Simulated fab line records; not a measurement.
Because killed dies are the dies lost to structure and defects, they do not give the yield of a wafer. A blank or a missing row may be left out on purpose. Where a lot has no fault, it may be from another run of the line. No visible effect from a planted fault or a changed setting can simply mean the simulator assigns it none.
fab line records	flow sfq_line
record: lots: 6	wafers: 18	last_day: 84
route steps=325 shown I6@270 M7@281
lots untouched by any fault: they come from a run of this same line in which no faults occurred
start_h: hours from the record's first day to the start of the lot's first wafer shown	wait_h: how many hours have passed since the lot's step before this one	" same as the row above	L1.1+2: one row covering several wafers at once	- no value present, or no start provided	* or withheld: withheld	< > ~ a bound
route shown NAME@n: names a module that has steps shown in the file, with the first one's number in the route	usual: average and standard deviation across the fault-free wafers	same: alike in all rows	chamber/n: place in a boat	sites: the reading at each site	_std_site: standard deviation of those values	_edge_site: outer sites' mean less inner sites'	radius_mm: how far each site lies from the wafer's centre	mask NAME#n: copy n	behind: tool/chamber where the wafer was last shaped	hold: why the lot was held/for how many hours/how that ended	device: which transistor (n, p or np) failed to switch	end of line: tests run on the same wafers once the route is complete	a step with no rows: only its recipe	killed: dies that structure and defects cost at the first sort, which is not the same as the wafer's yield	map: dies across one wafer; x = killed, . = not, _ = none there
set.NAME: the run value of the setting; set.NAME@STEP: its run value at that earlier step	model.NAME: the simulator's own value behind a step, which no gauge read
lots at selected steps of the route; one table per step, one row per wafer
services: a tool's chamber out of use, with start hour (start_h, from the record's first day; less than 0 if before it), hours out, and reason
== steps ==
step: SFQ_TRILAYER_I6_VIA_LITHO_COAT_174
recipe: resist: BARC	spin_rpm: 3021	resist_thk_nm: 62
step: SFQ_TRILAYER_I6_VIA_LITHO_COAT_169
recipe: resist: KrF	spin_rpm: 3000	resist_thk_nm: 650
step: SFQ_TRILAYER_I6_VIA_LITHO_SOFTBAKE_173
recipe: temp_c: withheld	time_s: withheld	resist: KrF
step: SFQ_TRILAYER_I6_VIA_LITHO_EXPOSE_170
recipe: mask_id: I6	na: 0.6	source_shape: conventional	sigma_outer: 0.65	target_cd_nm: 700	dose_mj: 21.3
step: SFQ_TRILAYER_I6_VIA_LITHO_PEB_172
recipe: peb_temp_c: 115	peb_time_s: 60	resist: KrF
step: SFQ_TRILAYER_I6_VIA_LITHO_DEVELOP_171
recipe: time_s: 60	resist: KrF
step: SFQ_I6_OVL_MEAS_942
usual: I6_OVL: 1/6.4
lot.wafer	tool	chamber	start_h	wait_h	I6_OVL[nm]
L190.3	overlay-01	-	1673.93	0.1	-1
L190.4	"	-	"	"	3
L190.6	"	-	"	"	3
L191.1	overlay-01	-	1682.32	0.1	0
L191.5	"	-	"	"	5
L191.6	"	-	"	"	9
L199.1	overlay-02	-	1739.55	0.1	11
L199.2	"	-	"	"	7
L199.3	"	-	"	"	7
L201.3	overlay-01	-	1753.96	0.1	4
L201.4	"	-	"	"	-4
L201.5	"	-	"	"	6
L203.1	overlay-01	-	1762.35	0.1	7
L203.2	"	-	"	"	8
L203.5	"	-	"	"	5
L209.1	overlay-01	-	1842.41	0.1	-4
L209.3	"	-	"	"	0
L209.6	"	-	"	"	-1
step: SFQ_TRILAYER_I6_VIA_BARC_OPEN_VIA_ETCH_235
recipe: mask_material: PR	chemistry: O2	target_depth_nm: 125	target: BARC	source_w: 500	bias_w: 80	pressure_mtorr: 30	time_s: 41.7
usual: drypump_motor_current_A: 5.55/0.25	oes_product_au: 0.684/0.005
lot.wafer	tool	chamber	start_h	wait_h	drypump_motor_current_A	oes_product_au	rf_hours_counter_h
L190.3	rie_diel-04	3	1673.95	0.0	5.83	0.684	15
L190.4	"	0	"	"	5.70	0.682	-
L190.6	"	1	"	"	5.38	0.685	-
L191.1	rie_diel-02	2	1682.35	0.0	4.93	0.683	1
L191.5	"	3	"	"	5.38	0.687	-
L191.6	"	2	"	"	4.94	0.692	-
L199.1	rie_diel-03	3	1739.59	0.0	5.82	0.684	5
L199.2	"	2	"	"	5.76	0.692	18
L199.3	"	1	"	"	5.66	0.681	18
L201.3	rie_diel-02	0	1753.99	0.0	5.49	0.669	20
L201.4	"	1	"	"	5.67	0.686	1
L201.5	"	1	"	"	5.65	0.687	-
L203.1	rie_diel-04	3	1762.39	0.0	5.80	0.685	16
L203.2	"	1	"	"	5.31	0.686	11
L203.5	"	3	"	"	5.81	0.679	-
L209.1	rie_diel-02	0	1842.44	0.0	5.47	0.693	21
L209.3	"	3	"	"	5.38	0.680	3
L209.6	"	0	"	"	5.49	0.686	-
step: SFQ_TRILAYER_I6_VIA_ETCH_VIA_ETCH_172
recipe: target: SiO2	stop_on: Nb	mask_material: PR	taper_deg: 20	chemistry: CHF3	target_depth_nm: 260	source_w: 500	bias_w: 80	pressure_mtorr: 30	time_s: withheld
usual: drypump_motor_current_A: 5.55/0.25	oes_product_au: 0.854/0.0049
lot.wafer	tool	chamber	start_h	wait_h	drypump_motor_current_A	oes_product_au
L190.3	rie_diel-04	3	1673.99	0.0	5.81	0.856
L190.4	"	0	"	"	5.68	0.850
L190.6	"	1	"	"	5.33	0.853
L191.1	rie_diel-02	2	1682.39	0.0	4.95	0.853
L191.5	"	3	"	"	5.41	0.851
L191.6	"	2	"	"	4.96	0.849
L199.1	rie_diel-03	3	1739.63	0.0	5.82	0.852
L199.2	"	2	"	"	5.76	0.853
L199.3	"	1	"	"	5.61	0.855
L201.3	rie_diel-02	0	1754.03	0.0	5.50	0.851
L201.4	"	1	"	"	5.76	0.852
L201.5	"	1	"	"	5.71	0.855
L203.1	rie_diel-04	3	1762.43	0.0	5.80	0.844
L203.2	"	1	"	"	5.33	0.857
L203.5	"	3	"	"	5.80	0.853
L209.1	rie_diel-02	0	1842.48	0.0	5.50	0.859
L209.3	"	3	"	"	5.40	0.860
L209.6	"	0	"	"	5.51	0.855
step: SFQ_TRILAYER_I6_VIA_STRIP_STRIP_173
recipe: gas: O2	power_w: 200	platen_temp_c: 40	overash_fraction: 0.65	chemistry: O2	pressure_mtorr: 50
usual: drypump_motor_current_A: 5.5/0.46	oes_product_au: 0.999/0.0089
lot.wafer	tool	chamber	start_h	wait_h	drypump_motor_current_A	oes_product_au	rf_hours_counter_h
L190.3	rie_metal-02	1	1674.30	-	5.4	0.995	-
L190.4	"	0	"	"	4.7	0.999	-
L190.6	"	1	"	"	5.4	0.992	-
L191.1	rie_metal-02	0	1682.50	-	4.7	1.000	56
L191.5	"	1	"	"	5.4	0.987	-
L191.6	"	0	"	"	4.7	0.988	-
L199.1	rie_metal-04	1	1739.74	-	5.7	1.004	67
L199.2	"	0	"	"	6.1	1.013	88
L199.3	"	0	"	"	6.1	1.012	-
L201.3	rie_metal-01	1	1754.34	-	5.5	0.998	-
L201.4	"	0	"	"	5.9	1.012	-
L201.5	"	1	"	"	5.5	0.994	-
L203.1	rie_metal-01	1	1762.54	-	5.5	0.988	46
L203.2	"	0	"	"	5.9	0.997	65
L203.5	"	0	"	"	5.9	0.996	-
L209.1	rie_metal-02	0	1842.60	-	4.7	0.988	78
L209.3	"	0	"	"	4.7	0.988	-
L209.6	"	0	"	"	4.7	0.988	-
step: SFQ_TRILAYER_I6_VIA_STRIP_SOLV_CLEAN_174
recipe: chemistry: NMP	temp_c: 70	time_s: 600
step: SFQ_TRILAYER_M7_DEP_PRE_CLEAN_176
recipe: gas: Ar	time_s: 22.5	bias_v: 250
step: SFQ_TRILAYER_M7_DEP_SPUTTER_175
recipe: material: Nb	base_pressure_pa: 1.33e-06	chamber_pressure_pa: 0.1333	substrate_temp_c: 20	target_thk_nm: 200	power_w: 2000	time_s: 133.3
usual: base_pressure_pa: 1.33e-06/7.8e-08	chamber_pressure_pa: 0.1333/0.00028	throttle_valve_pct: 30.5/1.1
lot.wafer	tool	chamber	start_h	wait_h	base_pressure_pa	chamber_pressure_pa	throttle_valve_pct
L190.3	pvd_sputter-05	-	1674.91	0.0	1.46e-06	0.13317	29.8
L190.4	"	-	"	"	1.36e-06	0.1335	29.6
L190.6	"	-	"	"	1.33e-06	0.13377	29.4
L190.3	pvd_sputter-05	-	1675.17	0.2	1.23e-06	0.13351	30.1
L190.4	"	-	"	"	1.23e-06	0.13339	29.8
L190.6	"	-	"	"	1.31e-06	0.13309	29.6
L191.1	pvd_sputter-04	-	1683.31	0.0	1.25e-06	0.13344	29.8
L191.5	"	-	"	"	1.34e-06	0.13304	33.0
L191.6	"	-	"	"	1.31e-06	0.13338	30.4
L199.1	pvd_sputter-06	-	1740.54	0.0	1.36e-06	0.13304	29.9
L199.2	"	-	"	"	1.27e-06	0.13334	30.6
L199.3	"	-	"	"	1.15e-06	0.13322	29.1
L199.1	pvd_sputter-06	-	1740.80	0.2	1.41e-06	0.13336	30.0
L199.2	"	-	"	"	1.42e-06	0.13358	30.8
L199.3	"	-	"	"	1.38e-06	0.13241	29.3
L201.3	pvd_sputter-04	-	1755.15	0.0	1.35e-06	0.13293	30.5
L201.4	"	-	"	"	1.31e-06	0.13325	29.9
L201.5	"	-	"	"	1.54e-06	0.13357	29.9
L203.1	pvd_sputter-06	-	1763.34	0.0	1.43e-06	0.13353	29.0
L203.2	"	-	"	"	1.23e-06	0.1331	29.9
L203.5	"	-	"	"	1.32e-06	0.13335	29.3
L209.1	pvd_sputter-05	-	1843.40	0.0	1.33e-06	0.13268	30.1
L209.3	"	-	"	"	1.27e-06	0.13318	31.7
L209.6	"	-	"	"	1.42e-06	0.13323	29.8
step: SFQ_M7_RS_MEAS_943
recipe: thk_meas_gauge: four-point-probe	reads: Nb_of_TRILAYER_M7_DEP_SPUTTER_175
usual: M7_NB_RS: 0.890/0.0071
lot.wafer	tool	chamber	start_h	wait_h	M7_NB_RS[ohm/sq]
L190.3	film_metro-04	-	1675.30	0.1	0.440
L190.4	"	-	"	"	0.435
L190.6	"	-	"	"	0.436
L191.1	film_metro-02	-	1683.40	0.0	0.881
L191.5	"	-	"	"	0.872
L191.6	"	-	"	"	0.880
L199.1	film_metro-01	-	1740.89	0.0	0.440
L199.2	"	-	"	"	0.441
L199.3	"	-	"	"	0.441
L201.3	film_metro-02	-	1755.28	0.1	0.885
L201.4	"	-	"	"	0.882
L201.5	"	-	"	"	0.892
L203.1	film_metro-01	-	1763.43	0.0	0.885
L203.2	"	-	"	"	0.888
L203.5	"	-	"	"	0.892
L209.1	film_metro-02	-	1843.49	0.0	0.894
L209.3	"	-	"	"	0.889
L209.6	"	-	"	"	0.898
step: SFQ_TRILAYER_M7_LITHO_COAT_182
recipe: resist: BARC	spin_rpm: 2970	resist_thk_nm: 62
step: SFQ_TRILAYER_M7_LITHO_COAT_177
recipe: resist: KrF	spin_rpm: 3000	resist_thk_nm: 600
step: SFQ_TRILAYER_M7_LITHO_SOFTBAKE_181
recipe: temp_c: withheld	time_s: withheld	resist: KrF
step: SFQ_TRILAYER_M7_LITHO_EXPOSE_178
recipe: mask_id: M7	na: 0.6	source_shape: conventional	sigma_outer: 0.65	target_cd_nm: 500	dose_mj: 14.4
step: SFQ_TRILAYER_M7_LITHO_PEB_180
recipe: peb_temp_c: 115	peb_time_s: 60	resist: KrF
step: SFQ_TRILAYER_M7_LITHO_DEVELOP_179
recipe: time_s: 60	resist: KrF
step: SFQ_M7_OVL_MEAS_945
usual: M7_OVL: -1/5.2
lot.wafer	tool	chamber	start_h	wait_h	M7_OVL[nm]
L190.3	overlay-02	-	1678.15	0.1	1
L190.4	"	-	"	"	3
L190.6	"	-	"	"	4
L191.1	overlay-02	-	1685.83	0.1	2
L191.5	"	-	"	"	0
L191.6	"	-	"	"	-3
L199.1	overlay-02	-	1832.71	0.1	-5
L199.2	"	-	"	"	4
L199.3	"	-	"	"	4
L201.3	overlay-01	-	1847.22	0.1	4
L201.4	"	-	"	"	11
L201.5	"	-	"	"	-3
L203.1	overlay-02	-	1858.53	0.1	3
L203.2	"	-	"	"	2
L203.5	"	-	"	"	-4
L209.1	overlay-02	-	1926.47	0.1	-6
L209.3	"	-	"	"	-4
L209.6	"	-	"	"	-8
step: SFQ_TRILAYER_M7_BARC_OPEN_METAL_ETCH_229
recipe: mask_material: PR	chemistry: O2	target_depth_nm: 125	target: BARC	icp_w: 600	bias_w: 80	pressure_mtorr: 10	time_s: 41.7
usual: drypump_motor_current_A: 5.4/0.35	oes_product_au: 0.686/0.0043
lot.wafer	tool	chamber	start_h	wait_h	drypump_motor_current_A	oes_product_au	rf_hours_counter_h
L190.3	rie_metal-02	0	1678.19	0.0	4.7	0.695	-
L190.4	"	1	"	"	5.4	0.688	-
L190.6	"	0	"	"	4.7	0.688	-
L191.1	rie_metal-03	0	1685.86	0.0	5.5	0.689	32
L191.5	"	0	"	"	5.5	0.687	-
L191.6	"	1	"	"	5.3	0.688	-
L199.1	rie_metal-03	1	1832.75	0.0	5.3	0.685	6
L199.2	"	0	"	"	5.5	0.686	56
L199.3	"	1	"	"	5.3	0.698	-
L201.3	rie_metal-02	0	1847.26	0.0	4.7	0.689	-
L201.4	"	1	"	"	5.4	0.685	-
L201.5	"	1	"	"	5.4	0.691	-
L203.1	rie_metal-02	1	1858.56	0.0	5.4	0.687	84
L203.2	"	0	"	"	4.7	0.689	80
L203.5	"	0	"	"	4.7	0.691	-
L209.1	rie_metal-01	0	1926.50	0.0	5.9	0.688	89
L209.3	"	0	"	"	5.9	0.685	-
L209.6	"	0	"	"	5.9	0.686	-
step: SFQ_TRILAYER_M7_ETCH_METAL_ETCH_180
recipe: target: Nb	stop_on: SiO2	mask_material: PR	chemistry: Cl2/Ar	target_depth_nm: 240	icp_w: 600	bias_w: 80	pressure_mtorr: 10	time_s: 120
usual: drypump_motor_current_A: 5.4/0.35	oes_product_au: 0.894/0.0057
lot.wafer	tool	chamber	start_h	wait_h	drypump_motor_current_A	oes_product_au	rf_hours_counter_h	model.M7.feature_depth_nm	model.etch.depth_nm
L190.3	rie_metal-02	0	1678.28	0.1	4.7	0.989	-	235.6	235.6
L190.4	"	1	"	"	5.4	0.998	-	238.4	238.4
L190.6	"	0	"	"	4.7	0.998	-	240.1	240.1
L191.1	rie_metal-03	0	1685.92	0.0	5.5	0.896	32	201.8	201.8
L191.5	"	0	"	"	5.5	0.905	-	204.4	204.4
L191.6	"	1	"	"	5.3	0.896	-	202.5	202.5
L199.1	rie_metal-03	1	1832.81	0.0	5.3	1.011	6	242.3	242.3
L199.2	"	0	"	"	5.5	1.012	56	243.6	243.6
L199.3	"	1	"	"	5.3	1.002	-	240.2	240.2
L201.3	rie_metal-02	0	1847.35	0.1	4.7	0.897	-	201	201
L201.4	"	1	"	"	5.4	0.898	-	201.7	201.7
L201.5	"	1	"	"	5.4	0.893	-	199.6	199.6
L203.1	rie_metal-02	1	1858.62	0.0	5.4	0.892	84	201.4	201.4
L203.2	"	0	"	"	4.7	0.906	80	200.4	200.4
L203.5	"	0	"	"	4.7	0.893	-	199.5	199.5
L209.1	rie_metal-01	0	1926.62	0.1	5.9	0.891	89	199.6	199.6
L209.3	"	0	"	"	5.9	0.894	-	200.2	200.2
L209.6	"	0	"	"	5.9	0.884	-	198.3	198.3
step: SFQ_TRILAYER_M7_STRIP_STRIP_181
recipe: gas: O2	power_w: 200	platen_temp_c: 40	overash_fraction: 0.65	chemistry: O2	pressure_mtorr: 50
usual: drypump_motor_current_A: 5.4/0.35	oes_product_au: 1.000/0.0077
lot.wafer	tool	chamber	start_h	wait_h	drypump_motor_current_A	oes_product_au	rf_hours_counter_h
L190.3	rie_metal-02	0	1678.56	0.2	4.7	0.991	-
L190.4	"	1	"	"	5.4	0.985	-
L190.6	"	0	"	"	4.7	0.998	-
L191.1	rie_metal-03	0	1686.05	0.1	5.5	1.008	32
L191.5	"	0	"	"	5.5	1.003	-
L191.6	"	1	"	"	5.3	0.995	-
L199.1	rie_metal-03	1	1832.93	0.1	5.3	1.010	6
L199.2	"	0	"	"	5.5	1.010	56
L199.3	"	1	"	"	5.3	0.998	-
L201.3	rie_metal-02	0	1847.63	0.2	4.7	0.998	-
L201.4	"	1	"	"	5.4	0.987	-
L201.5	"	1	"	"	5.4	0.998	-
L203.1	rie_metal-02	1	1858.75	0.1	5.4	1.002	84
L203.2	"	0	"	"	4.7	1.001	80
L203.5	"	0	"	"	4.7	0.999	-
L209.1	rie_metal-01	0	1926.87	0.2	5.9	1.001	89
L209.3	"	0	"	"	5.9	0.996	-
L209.6	"	0	"	"	5.9	1.004	-
== services ==
tool	chamber	start_h	hours	kind
rie_diel-04	3	1650.05	6.5	repair
rie_diel-04	-	1662.88	0.8	repair
rie_diel-02	-	1683.97	0.5	repair
rie_diel-02	-	1685.44	1.0	repair
pvd_sputter-06	-	1741.04	3.6	repair
pvd_sputter-06	-	1766.43	6.8	repair
pvd_sputter-06	-	1768.14	0.6	repair
pvd_sputter-05	-	1772.06	1.0	repair
rie_diel-03	-	1772.71	0.2	repair
pvd_sputter-05	-	1772.74	1.0	repair
rie_diel-03	3	1788.68	19.7	repair
rie_diel-03	1	1794.92	3.2	repair
pvd_sputter-05	-	1808.02	1.1	repair
rie_diel-02	1	1817.06	15.1	repair
rie_metal-01	0	1821.55	4.8	repair
rie_diel-02	3	1825.92	13.2	repair
rie_metal-02	-	1844.51	0.4	repair
pvd_sputter-04	-	1844.84	3.2	repair
rie_metal-01	-	1851.11	0.4	repair
rie_diel-02	-	1859.82	1.0	repair
rie_diel-04	3	1861.62	6.1	repair
rie_diel-02	0	1862.78	4.6	repair
rie_metal-01	1	1893.92	1.3	repair
rie_metal-01	1	1914.98	20.5	repair
== key ==
first_sign: step: SFQ_TRILAYER_M7_DEP_SPUTTER_175	reading: visit	direction: added
effect: step: SFQ_M7_RS_MEAS_943	reading: M7_NB_RS	direction: down	sigmas: 64	usual: 0.890	struck: 0.439
effect: step: SFQ_TRILAYER_M7_ETCH_METAL_ETCH_180	reading: oes_product_au	direction: up	sigmas: 19	usual: 0.894	struck: 1.002
model_effect: step: SFQ_TRILAYER_M7_ETCH_METAL_ETCH_180	value: M7.feature_depth_nm	without: 202.4	struck: 240
met_at SFQ_TRILAYER_M7_DEP_SPUTTER_175
struck_wafers L190.3,L190.4,L190.6,L199.1,L199.2,L199.3
fault: kind: repeated_step_whole	tool: pvd_sputter-04,pvd_sputter-05,pvd_sputter-06	chamber: -	onset_h: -	steps: SFQ_TRILAYER_M7_DEP_SPUTTER_175	times: 1	scope: struck_lots_only
